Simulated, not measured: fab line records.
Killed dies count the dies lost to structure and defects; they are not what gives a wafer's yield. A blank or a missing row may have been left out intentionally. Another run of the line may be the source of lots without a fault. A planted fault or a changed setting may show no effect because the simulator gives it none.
One fault seen from 2 desks	flow sfq_line	only its own numbers are on each desk; what lay behind them is given at the end

## AT THE METROLOGY DESK
What the gauges read, lot by lot, whatever tool the lot ran on: means of the sampled wafers that have a number. Marked OUT: a lot whose mean sits more than 4 standard deviations from the usual mean, which makes it out of limits; the brackets give that distance.
Columns: A = JJ_NB_RS at SFQ_JJ_RS_MEAS_929, usual 1.045 ohm/sq
lot	first seen here	A
L107	day 37 04:49	1.053
L109	day 43 12:33	1.032
L110	day 43 13:45	1.061
L111	day 43 14:59	1.044
L113	day 51 08:54	1.034
L115	day 52 18:15	1.048
L116	day 53 00:15	1.035
L117	day 53 09:50	1.051
L118	day 53 18:18	1.041
L119	day 53 19:29	1.037
L120	day 54 09:53	1.041
L127	day 57 15:57	1.036
L130	day 58 09:21	0.980 (-5.9) OUT
This desk's result: L130 out of limits, first on L130 (JJ_NB_RS at SFQ_JJ_RS_MEAS_929), day 58 09:21. L107, L109, L110, L111, L113, L115, L116, L117, L118, L119, L120, L127 stayed within limits.

## AT THE TOOL OWNER'S DESK: pvd_sputter-06
The tool's own readings at SFQ_TRILAYER_JJ_TRILAYER_DEP_SPUTTER_112 (material Nb, target thk 170 nm, time 113.3 s): means of the sampled wafers that have a number, for each lot that ran on this tool. Marked OUT: a lot whose mean sits more than 4 standard deviations from the usual mean, which makes it out of limits; the brackets give that distance.
Columns: A = cathode_dc_power_W at SFQ_TRILAYER_JJ_TRILAYER_DEP_SPUTTER_112, usual 2000.0 W; B = throttle_valve_pct at SFQ_TRILAYER_JJ_TRILAYER_DEP_SPUTTER_112, usual 29.3 %
lot	first seen here	A	B
L110	day 43 13:40	1999.7	28.7
L113	day 51 08:49	2000.3	29.2
L115	day 52 18:09	2000.0	29.3
L130	day 58 09:15	2128.5 (+99 or more) OUT	28.3
This desk's finding: out of limits on L130; first on L130, day 58 09:15 (cathode_dc_power_W at SFQ_TRILAYER_JJ_TRILAYER_DEP_SPUTTER_112). L110, L113, L115 stayed within limits.

## ALL TOGETHER
The tool owner's desk could have raised an alarm at day 58 09:15, on L130.
L130 would have let the metrology desk raise an alarm at day 58 09:21.
SFQ_TRILAYER_JJ_TRILAYER_DEP_SPUTTER_112 was run on pvd_sputter-06 by each of the lots named.

## WHAT THE SIMULATOR HAD INSERTED
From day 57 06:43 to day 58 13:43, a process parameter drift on pvd_sputter-06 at SFQ_TRILAYER_JJ_TRILAYER_DEP_SPUTTER_112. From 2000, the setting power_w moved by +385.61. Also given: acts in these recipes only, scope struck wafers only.
Shown lots that were struck: L130.
Hours from the fault's start to each desk's first reading out of limits: the tool owner's desk, 27; the metrology desk, 27.
